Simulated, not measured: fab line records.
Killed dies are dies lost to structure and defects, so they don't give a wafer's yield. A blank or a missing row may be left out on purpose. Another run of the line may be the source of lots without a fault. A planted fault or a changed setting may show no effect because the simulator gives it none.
fab line records :: flow gf180mcu
record
  lots=6
  wafers=18
  last-day=34
route steps=602 shown CONTACT@288
lots with no fault: from the same line, run without faults
start-h: start of the lot's first displayed wafer, in hours after the record's first day :: wait-h: hours elapsed since this lot's preceding step :: " unchanged from the row above :: L1.1+2: a row that stands for several wafers :: - no value, or no start given :: * or withheld: withheld :: < > ~ a bound
route shown NAME@n: NAME is a module with steps in the file, n the number in the route of the first one :: usual: mean/standard deviation taken from wafers without a fault :: same: alike in all rows :: chamber/n: place in a boat :: sites: the reading at each site :: _std_site: standard deviation of those values :: _edge_site: outer sites' mean less inner sites' :: radius-mm: how far each site lies from the wafer's centre :: mask NAME#n: copy n :: behind: tool/chamber where the wafer was last shaped :: hold: cause of the lot's hold/its duration in hours/its outcome :: device: the n, p or np transistor that did not switch :: end of line: the route-end tests of the same wafers :: step lacking rows: just its recipe :: killed: dies lost to structure and defects at the first sort, not the wafer's yield :: map: a wafer's dies, marking killed ones x, the rest . and places with no die _
set.NAME: the setting that was run; set.NAME@STEP: the one run at that earlier step :: model.NAME: the simulator's own value behind a step, which no gauge read
lots seen at some steps along the route; tables by step, rows by wafer
services: when a tool's chamber went out of use (start-h, in hours from the record's first day, below 0 if earlier), for how many hours, and the reason
## steps
# step GF_CONTACT_THK_MEAS_01
# recipe
  reads=SiO2_of_CONTACT_CVD_00
# usual
  CONTACT_CVD_00_THK=299/3.1
lot.wafer: L479.1
tool: film-metro-01
chamber: -
start-h: 342.88
wait-h: 0.0
CONTACT_CVD_00_THK[nm]: 303

lot.wafer: L479.4
tool: film-metro-01
chamber: -
start-h: 342.88
wait-h: 0.0
CONTACT_CVD_00_THK[nm]: 297

lot.wafer: L479.5
tool: film-metro-01
chamber: -
start-h: 342.88
wait-h: 0.0
CONTACT_CVD_00_THK[nm]: 304

lot.wafer: L485.1
tool: film-metro-04
chamber: -
start-h: 395.66
wait-h: 0.0
CONTACT_CVD_00_THK[nm]: 296

lot.wafer: L485.4
tool: film-metro-04
chamber: -
start-h: 395.66
wait-h: 0.0
CONTACT_CVD_00_THK[nm]: 298

lot.wafer: L485.6
tool: film-metro-04
chamber: -
start-h: 395.66
wait-h: 0.0
CONTACT_CVD_00_THK[nm]: 296

lot.wafer: L488.2
tool: film-metro-02
chamber: -
start-h: 415.25
wait-h: 0.0
CONTACT_CVD_00_THK[nm]: 298

lot.wafer: L488.4
tool: film-metro-02
chamber: -
start-h: 415.25
wait-h: 0.0
CONTACT_CVD_00_THK[nm]: 298

lot.wafer: L488.6
tool: film-metro-02
chamber: -
start-h: 415.25
wait-h: 0.0
CONTACT_CVD_00_THK[nm]: 298

lot.wafer: L489.1
tool: film-metro-02
chamber: -
start-h: 426.41
wait-h: 0.0
CONTACT_CVD_00_THK[nm]: 301

lot.wafer: L489.2
tool: film-metro-02
chamber: -
start-h: 426.41
wait-h: 0.0
CONTACT_CVD_00_THK[nm]: 299

lot.wafer: L489.4
tool: film-metro-02
chamber: -
start-h: 426.41
wait-h: 0.0
CONTACT_CVD_00_THK[nm]: 299

lot.wafer: L497.2
tool: film-metro-01
chamber: -
start-h: 507.06
wait-h: 0.0
CONTACT_CVD_00_THK[nm]: 294

lot.wafer: L497.5
tool: film-metro-01
chamber: -
start-h: 507.06
wait-h: 0.0
CONTACT_CVD_00_THK[nm]: 295

lot.wafer: L497.6
tool: film-metro-01
chamber: -
start-h: 507.06
wait-h: 0.0
CONTACT_CVD_00_THK[nm]: 293

lot.wafer: L499.1
tool: film-metro-02
chamber: -
start-h: 512.88
wait-h: 0.0
CONTACT_CVD_00_THK[nm]: 293

lot.wafer: L499.3
tool: film-metro-02
chamber: -
start-h: 512.88
wait-h: 0.0
CONTACT_CVD_00_THK[nm]: 298

lot.wafer: L499.6
tool: film-metro-02
chamber: -
start-h: 512.88
wait-h: 0.0
CONTACT_CVD_00_THK[nm]: 295
# step GF_CONTACT_CVD_02
# recipe
  material=SiO2
  target-thk-nm=860
  precursor=TEOS
  temp-c=400
  time-s=95.992
  rf-w=600
# usual
  heater-power-w=644/110
  susceptor-temp-C=399.97/0.22
lot.wafer: L479.1
tool: pecvd-01
chamber: 2
start-h: 342.94
wait-h: 0.1
heater-power-w: 666
susceptor-temp-C: 399.82

lot.wafer: L479.4
tool: pecvd-01
chamber: 1
start-h: 342.94
wait-h: 0.1
heater-power-w: 688
susceptor-temp-C: 400.26

lot.wafer: L479.5
tool: pecvd-01
chamber: 2
start-h: 342.94
wait-h: 0.1
heater-power-w: 552
susceptor-temp-C: 399.70

lot.wafer: L485.1
tool: pecvd-02
chamber: 2
start-h: 395.72
wait-h: 0.1
heater-power-w: 776
susceptor-temp-C: 399.88

lot.wafer: L485.4
tool: pecvd-02
chamber: 0
start-h: 395.72
wait-h: 0.1
heater-power-w: 876
susceptor-temp-C: 399.69

lot.wafer: L485.6
tool: pecvd-02
chamber: 2
start-h: 395.72
wait-h: 0.1
heater-power-w: 831
susceptor-temp-C: 400.01

lot.wafer: L488.2
tool: pecvd-01
chamber: 1
start-h: 415.30
wait-h: 0.0
heater-power-w: 671
susceptor-temp-C: 399.97

lot.wafer: L488.4
tool: pecvd-01
chamber: 0
start-h: 415.30
wait-h: 0.0
heater-power-w: 615
susceptor-temp-C: 399.86

lot.wafer: L488.6
tool: pecvd-01
chamber: 2
start-h: 415.30
wait-h: 0.0
heater-power-w: 534
susceptor-temp-C: 399.78

lot.wafer: L489.1
tool: pecvd-04
chamber: 0
start-h: 426.47
wait-h: 0.1
heater-power-w: 759
susceptor-temp-C: 399.64

lot.wafer: L489.2
tool: pecvd-04
chamber: 1
start-h: 426.47
wait-h: 0.1
heater-power-w: 557
susceptor-temp-C: 400.06

lot.wafer: L489.4
tool: pecvd-04
chamber: 1
start-h: 426.47
wait-h: 0.1
heater-power-w: 552
susceptor-temp-C: 399.71

lot.wafer: L497.2
tool: pecvd-04
chamber: 2
start-h: 507.11
wait-h: 0.0
heater-power-w: 614
susceptor-temp-C: 400.17

lot.wafer: L497.5
tool: pecvd-04
chamber: 2
start-h: 507.11
wait-h: 0.0
heater-power-w: 510
susceptor-temp-C: 399.75

lot.wafer: L497.6
tool: pecvd-04
chamber: 0
start-h: 507.11
wait-h: 0.0
heater-power-w: 632
susceptor-temp-C: 399.91

lot.wafer: L499.1
tool: pecvd-02
chamber: 1
start-h: 512.94
wait-h: 0.1
heater-power-w: 468
susceptor-temp-C: 400.24

lot.wafer: L499.3
tool: pecvd-02
chamber: 0
start-h: 512.94
wait-h: 0.1
heater-power-w: 880
susceptor-temp-C: 399.73

lot.wafer: L499.6
tool: pecvd-02
chamber: 0
start-h: 512.94
wait-h: 0.1
heater-power-w: 712
susceptor-temp-C: 399.74
# step GF_CONTACT_THK_MEAS_03
# recipe
  reads=SiO2_of_CONTACT_CVD_02
# usual
  CONTACT_CVD_02_THK=860/11
lot.wafer: L479.1
tool: film-metro-02
chamber: -
start-h: 343.01
wait-h: 0.0
CONTACT_CVD_02_THK[nm]: 853

lot.wafer: L479.4
tool: film-metro-02
chamber: -
start-h: 343.01
wait-h: 0.0
CONTACT_CVD_02_THK[nm]: 866

lot.wafer: L479.5
tool: film-metro-02
chamber: -
start-h: 343.01
wait-h: 0.0
CONTACT_CVD_02_THK[nm]: 860

lot.wafer: L485.1
tool: film-metro-02
chamber: -
start-h: 395.79
wait-h: 0.0
CONTACT_CVD_02_THK[nm]: 856

lot.wafer: L485.4
tool: film-metro-02
chamber: -
start-h: 395.79
wait-h: 0.0
CONTACT_CVD_02_THK[nm]: 867

lot.wafer: L485.6
tool: film-metro-02
chamber: -
start-h: 395.79
wait-h: 0.0
CONTACT_CVD_02_THK[nm]: 861

lot.wafer: L488.2
tool: film-metro-02
chamber: -
start-h: 415.38
wait-h: 0.0
CONTACT_CVD_02_THK[nm]: 856

lot.wafer: L488.4
tool: film-metro-02
chamber: -
start-h: 415.38
wait-h: 0.0
CONTACT_CVD_02_THK[nm]: 881

lot.wafer: L488.6
tool: film-metro-02
chamber: -
start-h: 415.38
wait-h: 0.0
CONTACT_CVD_02_THK[nm]: 867

lot.wafer: L489.1
tool: film-metro-04
chamber: -
start-h: 426.54
wait-h: 0.0
CONTACT_CVD_02_THK[nm]: 864

lot.wafer: L489.2
tool: film-metro-04
chamber: -
start-h: 426.54
wait-h: 0.0
CONTACT_CVD_02_THK[nm]: 842

lot.wafer: L489.4
tool: film-metro-04
chamber: -
start-h: 426.54
wait-h: 0.0
CONTACT_CVD_02_THK[nm]: 849

lot.wafer: L497.2
tool: film-metro-04
chamber: -
start-h: 507.19
wait-h: 0.0
CONTACT_CVD_02_THK[nm]: 846

lot.wafer: L497.5
tool: film-metro-04
chamber: -
start-h: 507.19
wait-h: 0.0
CONTACT_CVD_02_THK[nm]: 876

lot.wafer: L497.6
tool: film-metro-04
chamber: -
start-h: 507.19
wait-h: 0.0
CONTACT_CVD_02_THK[nm]: 872

lot.wafer: L499.1
tool: film-metro-04
chamber: -
start-h: 513.06
wait-h: 0.1
CONTACT_CVD_02_THK[nm]: 856

lot.wafer: L499.3
tool: film-metro-04
chamber: -
start-h: 513.06
wait-h: 0.1
CONTACT_CVD_02_THK[nm]: 867

lot.wafer: L499.6
tool: film-metro-04
chamber: -
start-h: 513.06
wait-h: 0.1
CONTACT_CVD_02_THK[nm]: 876
# step GF_CONTACT_CMP_04
# recipe
  material=SiO2
  down-force-psi=4
  platen-rpm=60
  pad-velocity-m-s=0.94248
# usual
  motor-current-A=11.7/1.2
  slurry-filter-dp-kPa=13.48/0.15
  slurry-flow-ml-min=150.0/0.48
  time-to-endpoint-s=108/5.6
lot.wafer: L479.4
tool: cmp-01
chamber: 1
start-h: 343.12
wait-h: 0.1
motor-current-A: 11.7
slurry-filter-dp-kPa: 13.29
slurry-flow-ml-min: 151.2
time-to-endpoint-s: 112

lot.wafer: L479.1
tool: cmp-01
chamber: 2
start-h: 343.12
wait-h: 0.1
motor-current-A: 12.1
slurry-filter-dp-kPa: 13.70
slurry-flow-ml-min: 149.7
time-to-endpoint-s: 99

lot.wafer: L479.5
tool: cmp-01
chamber: 0
start-h: 343.12
wait-h: 0.1
motor-current-A: 12.5
slurry-filter-dp-kPa: 13.18
slurry-flow-ml-min: 150.8
time-to-endpoint-s: 108

lot.wafer: L485.1
tool: cmp-01
chamber: 0
start-h: 395.85
wait-h: 0.1
motor-current-A: 13.2
slurry-filter-dp-kPa: 13.69
slurry-flow-ml-min: 150.1
time-to-endpoint-s: 105

lot.wafer: L485.4
tool: cmp-01
chamber: 1
start-h: 395.85
wait-h: 0.1
motor-current-A: 12.5
slurry-filter-dp-kPa: 13.70
slurry-flow-ml-min: 149.9
time-to-endpoint-s: 113

lot.wafer: L485.6
tool: cmp-01
chamber: 1
start-h: 395.85
wait-h: 0.1
motor-current-A: 11.8
slurry-filter-dp-kPa: 13.66
slurry-flow-ml-min: 150.6
time-to-endpoint-s: 107

lot.wafer: L488.2
tool: cmp-02
chamber: 2
start-h: 415.43
wait-h: 0.0
motor-current-A: 10.9
slurry-filter-dp-kPa: 13.47
slurry-flow-ml-min: 149.3
time-to-endpoint-s: 111

lot.wafer: L488.4
tool: cmp-02
chamber: 3
start-h: 415.43
wait-h: 0.0
motor-current-A: 10.0
slurry-filter-dp-kPa: 13.59
slurry-flow-ml-min: 149.9
time-to-endpoint-s: 111

lot.wafer: L488.6
tool: cmp-02
chamber: 3
start-h: 415.43
wait-h: 0.0
motor-current-A: 10.1
slurry-filter-dp-kPa: 13.65
slurry-flow-ml-min: 149.8
time-to-endpoint-s: 102

lot.wafer: L489.1
tool: cmp-01
chamber: 1
start-h: 426.60
wait-h: 0.1
motor-current-A: 12.1
slurry-filter-dp-kPa: 13.39
slurry-flow-ml-min: 149.7
time-to-endpoint-s: 111

lot.wafer: L489.4
tool: cmp-01
chamber: 2
start-h: 426.60
wait-h: 0.1
motor-current-A: 12.4
slurry-filter-dp-kPa: 13.60
slurry-flow-ml-min: 151.0
time-to-endpoint-s: 102

lot.wafer: L489.2
tool: cmp-01
chamber: 3
start-h: 426.60
wait-h: 0.1
motor-current-A: 13.3
slurry-filter-dp-kPa: 13.21
slurry-flow-ml-min: 149.8
time-to-endpoint-s: 101

lot.wafer: L497.2
tool: cmp-02
chamber: 1
start-h: 507.24
wait-h: 0.0
motor-current-A: 12.0
slurry-filter-dp-kPa: 13.23
slurry-flow-ml-min: 150.0
time-to-endpoint-s: 109

lot.wafer: L497.6
tool: cmp-02
chamber: 1
start-h: 507.24
wait-h: 0.0
motor-current-A: 11.2
slurry-filter-dp-kPa: 13.68
slurry-flow-ml-min: 149.4
time-to-endpoint-s: 117

lot.wafer: L497.5
tool: cmp-02
chamber: 2
start-h: 507.24
wait-h: 0.0
motor-current-A: 11.2
slurry-filter-dp-kPa: 13.45
slurry-flow-ml-min: 151.1
time-to-endpoint-s: 117

lot.wafer: L499.1
tool: cmp-01
chamber: 2
start-h: 513.12
wait-h: 0.1
motor-current-A: 12.1
slurry-filter-dp-kPa: 13.69
slurry-flow-ml-min: 149.6
time-to-endpoint-s: 110

lot.wafer: L499.3
tool: cmp-01
chamber: 3
start-h: 513.12
wait-h: 0.1
motor-current-A: 13.9
slurry-filter-dp-kPa: 13.69
slurry-flow-ml-min: 149.0
time-to-endpoint-s: 115

lot.wafer: L499.6
tool: cmp-01
chamber: 3
start-h: 513.12
wait-h: 0.1
motor-current-A: 13.4
slurry-filter-dp-kPa: 13.48
slurry-flow-ml-min: 149.3
time-to-endpoint-s: 117
# step GF_CONTACT_BOW_MEAS_05
# recipe
  mode=bow
# usual
  CONTACT_BOW=64/7.8
lot.wafer: L479.1
tool: film-metro-02
chamber: -
start-h: 343.37
wait-h: 0.1
CONTACT_BOW[um]: 53

lot.wafer: L479.4
tool: film-metro-02
chamber: -
start-h: 343.37
wait-h: 0.1
CONTACT_BOW[um]: 58

lot.wafer: L479.5
tool: film-metro-02
chamber: -
start-h: 343.37
wait-h: 0.1
CONTACT_BOW[um]: 65

lot.wafer: L485.1
tool: film-metro-01
chamber: -
start-h: 396.15
wait-h: 0.2
CONTACT_BOW[um]: 64

lot.wafer: L485.4
tool: film-metro-01
chamber: -
start-h: 396.15
wait-h: 0.2
CONTACT_BOW[um]: 59

lot.wafer: L485.6
tool: film-metro-01
chamber: -
start-h: 396.15
wait-h: 0.2
CONTACT_BOW[um]: 59

lot.wafer: L488.2
tool: film-metro-02
chamber: -
start-h: 415.75
wait-h: 0.3
CONTACT_BOW[um]: 70

lot.wafer: L488.4
tool: film-metro-02
chamber: -
start-h: 415.75
wait-h: 0.3
CONTACT_BOW[um]: 51

lot.wafer: L488.6
tool: film-metro-02
chamber: -
start-h: 415.75
wait-h: 0.3
CONTACT_BOW[um]: 59

lot.wafer: L489.1
tool: film-metro-02
chamber: -
start-h: 426.90
wait-h: 0.2
CONTACT_BOW[um]: 75

lot.wafer: L489.2
tool: film-metro-02
chamber: -
start-h: 426.90
wait-h: 0.2
CONTACT_BOW[um]: 68

lot.wafer: L489.4
tool: film-metro-02
chamber: -
start-h: 426.90
wait-h: 0.2
CONTACT_BOW[um]: 67

lot.wafer: L497.2
tool: film-metro-01
chamber: -
start-h: 507.56
wait-h: 0.3
CONTACT_BOW[um]: 65

lot.wafer: L497.5
tool: film-metro-01
chamber: -
start-h: 507.56
wait-h: 0.3
CONTACT_BOW[um]: 69

lot.wafer: L497.6
tool: film-metro-01
chamber: -
start-h: 507.56
wait-h: 0.3
CONTACT_BOW[um]: 57

lot.wafer: L499.1
tool: film-metro-02
chamber: -
start-h: 513.42
wait-h: 0.2
CONTACT_BOW[um]: 65

lot.wafer: L499.3
tool: film-metro-02
chamber: -
start-h: 513.42
wait-h: 0.2
CONTACT_BOW[um]: 67

lot.wafer: L499.6
tool: film-metro-02
chamber: -
start-h: 513.42
wait-h: 0.2
CONTACT_BOW[um]: 70
# step GF_CONTACT_DEHYDRATE_06
# recipe
  temp-c=200
  time-s=60
# step GF_CONTACT_HMDS_07
# recipe
  prime-time-s=60
  prime-temp-c=120
# step GF_CONTACT_COAT_08
# recipe
  resist=BARC
  temp-c=withheld
  time-s=withheld
  spin-rpm=withheld
  resist-thk-nm=withheld
# step GF_CONTACT_COAT_09
# recipe
  resist=KrF
  spin-rpm=withheld
  resist-thk-nm=1000
# step GF_CONTACT_SOFTBAKE_10
# recipe
  temp-c=130
  time-s=62.09
  resist=KrF
# usual
  plate-sensor-t-centre-C=131.01/0.011
  plate-sensor-t-edge-C=131.21/0.0099
lot.wafer: L479.1
tool: litho-track-03
chamber: 0
start-h: -
wait-h: -
plate-sensor-t-centre-C: 131.02
plate-sensor-t-edge-C: 131.2

lot.wafer: L479.4
tool: litho-track-03
chamber: 0
start-h: -
wait-h: -
plate-sensor-t-centre-C: 131.03
plate-sensor-t-edge-C: 131.21

lot.wafer: L479.5
tool: litho-track-03
chamber: 0
start-h: -
wait-h: -
plate-sensor-t-centre-C: 131.01
plate-sensor-t-edge-C: 131.19

lot.wafer: L485.1
tool: litho-track-01
chamber: 0
start-h: -
wait-h: -
plate-sensor-t-centre-C: 131.01
plate-sensor-t-edge-C: 131.21

lot.wafer: L485.4
tool: litho-track-01
chamber: 0
start-h: -
wait-h: -
plate-sensor-t-centre-C: 131.03
plate-sensor-t-edge-C: 131.19

lot.wafer: L485.6
tool: litho-track-01
chamber: 0
start-h: -
wait-h: -
plate-sensor-t-centre-C: 131.01
plate-sensor-t-edge-C: 131.19

lot.wafer: L488.2
tool: litho-track-03
chamber: 0
start-h: -
wait-h: -
plate-sensor-t-centre-C: 131.01
plate-sensor-t-edge-C: 131.22

lot.wafer: L488.4
tool: litho-track-03
chamber: 0
start-h: -
wait-h: -
plate-sensor-t-centre-C: 131.02
plate-sensor-t-edge-C: 131.21

lot.wafer: L488.6
tool: litho-track-03
chamber: 0
start-h: -
wait-h: -
plate-sensor-t-centre-C: 131
plate-sensor-t-edge-C: 131.2

lot.wafer: L489.1
tool: litho-track-01
chamber: 0
start-h: -
wait-h: -
plate-sensor-t-centre-C: 131.01
plate-sensor-t-edge-C: 131.2

lot.wafer: L489.2
tool: litho-track-01
chamber: 0
start-h: -
wait-h: -
plate-sensor-t-centre-C: 131.02
plate-sensor-t-edge-C: 131.2

lot.wafer: L489.4
tool: litho-track-01
chamber: 0
start-h: -
wait-h: -
plate-sensor-t-centre-C: 131.03
plate-sensor-t-edge-C: 131.22

lot.wafer: L497.2
tool: litho-track-01
chamber: 0
start-h: -
wait-h: -
plate-sensor-t-centre-C: 131
plate-sensor-t-edge-C: 131.2

lot.wafer: L497.5
tool: litho-track-01
chamber: 0
start-h: -
wait-h: -
plate-sensor-t-centre-C: 131.01
plate-sensor-t-edge-C: 131.2

lot.wafer: L497.6
tool: litho-track-01
chamber: 0
start-h: -
wait-h: -
plate-sensor-t-centre-C: 131.01
plate-sensor-t-edge-C: 131.22

lot.wafer: L499.1
tool: litho-track-04
chamber: 0
start-h: -
wait-h: -
plate-sensor-t-centre-C: 131
plate-sensor-t-edge-C: 131.21

lot.wafer: L499.3
tool: litho-track-04
chamber: 0
start-h: -
wait-h: -
plate-sensor-t-centre-C: 131.03
plate-sensor-t-edge-C: 131.22

lot.wafer: L499.6
tool: litho-track-04
chamber: 0
start-h: -
wait-h: -
plate-sensor-t-centre-C: 131.02
plate-sensor-t-edge-C: 131.2
# step GF_CONTACT_EXPOSE_11
# recipe
  mask-id=Contact
  target-cd-nm=220
  na=0.68
  source-shape=conventional
  sigma-outer=0.6
  dose-mj=38
# step GF_CONTACT_PEB_12
# recipe
  peb-temp-c=135
  peb-time-s=90
  resist=KrF
# step GF_CONTACT_DEVELOP_13
# recipe
  develop-time-s=60
  resist=KrF
  dev-temp-c=21
# usual
  chill-plate-temp-C=22.98/0.099
  develop-time-s=60/0
lot.wafer: L479.1
tool: litho-track-03
chamber: 0
start-h: 364.72
wait-h: 0.2
chill-plate-temp-C: 22.95
develop-time-s: 60
model.KrF_of_CONTACT_COAT_09.thk-nm: 981.9

lot.wafer: L479.4
tool: litho-track-03
chamber: 0
start-h: 364.72
wait-h: 0.2
chill-plate-temp-C: 22.98
develop-time-s: 60
model.KrF_of_CONTACT_COAT_09.thk-nm: 984.8

lot.wafer: L479.5
tool: litho-track-03
chamber: 0
start-h: 364.72
wait-h: 0.2
chill-plate-temp-C: 23.02
develop-time-s: 60
model.KrF_of_CONTACT_COAT_09.thk-nm: 982.6

lot.wafer: L485.1
tool: litho-track-01
chamber: 0
start-h: 419.91
wait-h: 0.2
chill-plate-temp-C: 22.97
develop-time-s: 60
model.KrF_of_CONTACT_COAT_09.thk-nm: 990

lot.wafer: L485.4
tool: litho-track-01
chamber: 0
start-h: 419.91
wait-h: 0.2
chill-plate-temp-C: 22.92
develop-time-s: 60
model.KrF_of_CONTACT_COAT_09.thk-nm: 988.3

lot.wafer: L485.6
tool: litho-track-01
chamber: 0
start-h: 419.91
wait-h: 0.2
chill-plate-temp-C: 23.06
develop-time-s: 60
model.KrF_of_CONTACT_COAT_09.thk-nm: 987.2

lot.wafer: L488.2
tool: litho-track-01
chamber: -
start-h: 440.29
wait-h: 0.2
chill-plate-temp-C: -
develop-time-s: -
model.KrF_of_CONTACT_COAT_09.thk-nm: 1006

lot.wafer: L488.4
tool: litho-track-01
chamber: -
start-h: 440.29
wait-h: 0.2
chill-plate-temp-C: -
develop-time-s: -
model.KrF_of_CONTACT_COAT_09.thk-nm: 1005

lot.wafer: L488.6
tool: litho-track-01
chamber: -
start-h: 440.29
wait-h: 0.2
chill-plate-temp-C: -
develop-time-s: -
model.KrF_of_CONTACT_COAT_09.thk-nm: 1005

lot.wafer: L489.1
tool: litho-track-01
chamber: -
start-h: 451.11
wait-h: 0.2
chill-plate-temp-C: -
develop-time-s: -
model.KrF_of_CONTACT_COAT_09.thk-nm: 1001

lot.wafer: L489.2
tool: litho-track-01
chamber: -
start-h: 451.11
wait-h: 0.2
chill-plate-temp-C: -
develop-time-s: -
model.KrF_of_CONTACT_COAT_09.thk-nm: 1001

lot.wafer: L489.4
tool: litho-track-01
chamber: -
start-h: 451.11
wait-h: 0.2
chill-plate-temp-C: -
develop-time-s: -
model.KrF_of_CONTACT_COAT_09.thk-nm: 1002

lot.wafer: L497.2
tool: litho-track-03
chamber: 0
start-h: 530.54
wait-h: 0.2
chill-plate-temp-C: 22.94
develop-time-s: 60
model.KrF_of_CONTACT_COAT_09.thk-nm: 987.7

lot.wafer: L497.5
tool: litho-track-03
chamber: 0
start-h: 530.54
wait-h: 0.2
chill-plate-temp-C: 22.96
develop-time-s: 60
model.KrF_of_CONTACT_COAT_09.thk-nm: 988.6

lot.wafer: L497.6
tool: litho-track-03
chamber: 0
start-h: 530.54
wait-h: 0.2
chill-plate-temp-C: 23.07
develop-time-s: 60
model.KrF_of_CONTACT_COAT_09.thk-nm: 988.7

lot.wafer: L499.1
tool: litho-track-04
chamber: 0
start-h: 536.88
wait-h: 0.2
chill-plate-temp-C: 23.07
develop-time-s: 60
model.KrF_of_CONTACT_COAT_09.thk-nm: 980.3

lot.wafer: L499.3
tool: litho-track-04
chamber: 0
start-h: 536.88
wait-h: 0.2
chill-plate-temp-C: 23.00
develop-time-s: 60
model.KrF_of_CONTACT_COAT_09.thk-nm: 980.9

lot.wafer: L499.6
tool: litho-track-04
chamber: 0
start-h: 536.88
wait-h: 0.2
chill-plate-temp-C: 23.14
develop-time-s: 60
model.KrF_of_CONTACT_COAT_09.thk-nm: 982.5
# step GF_CONTACT_CD_MEAS_14
# recipe
  target-cd-nm=220
# usual
  cd-nm=219.7/1.5
lot.wafer: L479.1
tool: cd-sem-02
chamber: -
start-h: 364.87
wait-h: 0.1
cd-nm: 220.4

lot.wafer: L479.4
tool: cd-sem-02
chamber: -
start-h: 364.87
wait-h: 0.1
cd-nm: 221.2

lot.wafer: L479.5
tool: cd-sem-02
chamber: -
start-h: 364.87
wait-h: 0.1
cd-nm: 220.8

lot.wafer: L485.1
tool: cd-sem-02
chamber: -
start-h: 420.06
wait-h: 0.1
cd-nm: 219.3

lot.wafer: L485.4
tool: cd-sem-02
chamber: -
start-h: 420.06
wait-h: 0.1
cd-nm: 217.2

lot.wafer: L485.6
tool: cd-sem-02
chamber: -
start-h: 420.06
wait-h: 0.1
cd-nm: 218.6

lot.wafer: L488.2
tool: cd-sem-01
chamber: -
start-h: 440.43
wait-h: 0.1
cd-nm: -

lot.wafer: L488.4
tool: cd-sem-01
chamber: -
start-h: 440.43
wait-h: 0.1
cd-nm: -

lot.wafer: L488.6
tool: cd-sem-01
chamber: -
start-h: 440.43
wait-h: 0.1
cd-nm: -

lot.wafer: L489.1
tool: cd-sem-01
chamber: -
start-h: 451.26
wait-h: 0.1
cd-nm: -

lot.wafer: L489.2
tool: cd-sem-01
chamber: -
start-h: 451.26
wait-h: 0.1
cd-nm: -

lot.wafer: L489.4
tool: cd-sem-01
chamber: -
start-h: 451.26
wait-h: 0.1
cd-nm: -

lot.wafer: L497.2
tool: cd-sem-01
chamber: -
start-h: 530.69
wait-h: 0.1
cd-nm: 221.5

lot.wafer: L497.5
tool: cd-sem-01
chamber: -
start-h: 530.69
wait-h: 0.1
cd-nm: 220.2

lot.wafer: L497.6
tool: cd-sem-01
chamber: -
start-h: 530.69
wait-h: 0.1
cd-nm: 220.2

lot.wafer: L499.1
tool: cd-sem-01
chamber: -
start-h: 537.03
wait-h: 0.1
cd-nm: 220.1

lot.wafer: L499.3
tool: cd-sem-01
chamber: -
start-h: 537.03
wait-h: 0.1
cd-nm: 219.3

lot.wafer: L499.6
tool: cd-sem-01
chamber: -
start-h: 537.03
wait-h: 0.1
cd-nm: 220.2
## services
tool: pecvd-02
chamber: -
start-h: 368.88
hours: 14.0
kind: pm

tool: pecvd-02
chamber: 0
start-h: 368.88
hours: 14.0
kind: vent-cycle

tool: pecvd-02
chamber: 1
start-h: 368.88
hours: 14.0
kind: vent-cycle

tool: pecvd-02
chamber: 2
start-h: 368.88
hours: 14.0
kind: vent-cycle

tool: cmp-01
chamber: -
start-h: 376.03
hours: 8.3
kind: pm

tool: pecvd-02
chamber: 0
start-h: 382.88
hours: -
kind: clean

tool: pecvd-02
chamber: 1
start-h: 382.88
hours: -
kind: clean

tool: pecvd-02
chamber: 2
start-h: 382.88
hours: -
kind: clean

tool: cmp-01
chamber: -
start-h: 405.42
hours: 4.0
kind: pm

tool: cmp-01
chamber: -
start-h: 409.42
hours: -
kind: consumable-replace:conditioner

tool: cmp-01
chamber: -
start-h: 409.42
hours: -
kind: consumable-replace:pad

tool: cmp-02
chamber: -
start-h: 424.46
hours: 3.3
kind: repair

tool: pecvd-04
chamber: -
start-h: 426.80
hours: 1.9
kind: repair

tool: cmp-02
chamber: -
start-h: 434.30
hours: 1.6
kind: repair

tool: pecvd-02
chamber: -
start-h: 439.14
hours: 2.8
kind: pm

tool: pecvd-02
chamber: 0
start-h: 453.99
hours: 5.7
kind: repair

tool: cmp-02
chamber: -
start-h: 467.25
hours: 0.6
kind: repair

tool: pecvd-04
chamber: -
start-h: 512.62
hours: 0.7
kind: repair

tool: pecvd-02
chamber: -
start-h: 520.04
hours: 14.6
kind: pm

tool: pecvd-02
chamber: 0
start-h: 535.72
hours: 9.0
kind: repair
## key
first-sign
  step=GF_CONTACT_DEVELOP_13
  reading=tool-record
  direction=missing
effect none on later readings
model-effect
  step=GF_CONTACT_DEVELOP_13
  value=KrF_of_CONTACT_COAT_09.thk-nm
  without=988.4
  struck=1003
met-at GF_CONTACT_DEVELOP_13
struck-wafers L488.2,L488.4,L488.6,L489.1,L489.2,L489.4
later-rows-left-out L488.2,L488.4,L488.6,L489.1,L489.2,L489.4
sort-left-out L488.2,L488.4,L488.6,L489.1,L489.2,L489.4
tester-left-out L488,L489
onset-between 419.91 440.29
fault
  kind=skipped-step-whole
  tool=litho-track-01
  chamber=-
  onset-h=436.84
  steps=GF_CONTACT_DEVELOP_13
  scope=struck-lots-only
# tester-left-out: of these lots the tester's yield and bins aren't shown, on N5 and GAA mostly nor the transistor test; their killed dies are dies lost to structure and defects alone, not to doping, threshold or leakage, so they don't give the yield
# sort-left-out: the simulated sort isn't trusted on such a fault, so these wafers' sort isn't shown, and their yield isn't known
# later-rows-left-out: the simulator's readings of these wafers behind a module that went badly wrong aren't trusted and aren't shown, but for the sort
